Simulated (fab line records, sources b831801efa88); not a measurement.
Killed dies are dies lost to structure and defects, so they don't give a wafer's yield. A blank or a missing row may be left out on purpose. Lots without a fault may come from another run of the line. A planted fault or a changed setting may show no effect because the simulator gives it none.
One fault seen from 2 desks | flow gf180mcu | each desk has only its own numbers; what lay behind them comes last

THE METROLOGY DESK
What the gauges read, lot by lot, whatever tool the lot ran on: means of the sampled wafers that have a number. A lot is out of limits, marked OUT, if its mean lies more than 4 standard deviations from the usual mean; the brackets give that distance.
Columns: A = V5_BOW at GF_V5_BOW_MEAS_05, usual 137 um
lot  | first seen here | A
L652 | day 26 11:31    | 127
L654 | day 26 22:10    | 133
L657 | day 27 20:06    | 128
L658 | day 28 07:11    | 152
L659 | day 28 15:35    | 145
L661 | day 29 13:55    | 130
L663 | day 30 00:46    | 145
L664 | day 30 08:43    | 137
L666 | day 30 14:39    | 140
L673 | day 32 08:58    | 138
L674 | day 32 12:55    | 131
L675 | day 33 00:08    | 143
This desk's finding: nothing out of limits on any of the 12 lots.

THE TOOL OWNER'S DESK: krf_scanner-02
The tool's own readings at GF_V5_EXPOSE_11 (exposes mask Via5, target cd 260 nm): means of the sampled wafers that have a number, for each lot that ran on this tool. A lot is out of limits, marked OUT, if its mean lies more than 4 standard deviations from the usual mean; the brackets give that distance.
Columns: A = exposure_dose_mJ_cm2 at GF_V5_EXPOSE_11, usual 37.94
lot  | first seen here | A
L658 | day 28 16:59    | 37.99
L659 | day 29 01:27    | 38.00
L663 | day 30 10:32    | 37.96
L673 | day 32 17:53    | 38.53 (+12) OUT
L674 | day 32 21:29    | 38.57 (+13) OUT
L675 | day 33 07:38    | 38.35 (+8.5) OUT
This desk's finding: out of limits on L673, L674, L675; first on L673, day 32 17:53 (exposure_dose_mJ_cm2 at GF_V5_EXPOSE_11). In limits: L658, L659, L663.

PUT TOGETHER
The tool owner's desk could have raised an alarm at day 32 17:53, on L673, L674, L675.
The metrology desk saw nothing out of limits.
The metrology desk has L673, L674, L675 on record, within its limits.
Of the lots named, all ran GF_V5_EXPOSE_11 on krf_scanner-02.

WHAT THE SIMULATOR HAD PUT IN
Process parameter drift: krf_scanner-02, from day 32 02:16 on, at GF_V5_EXPOSE_11. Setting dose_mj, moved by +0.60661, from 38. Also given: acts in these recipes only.
Lots struck among those shown: L673, L674, L675.
Hours from the fault's start to each desk's first reading out of limits: the tool owner's desk, 16.
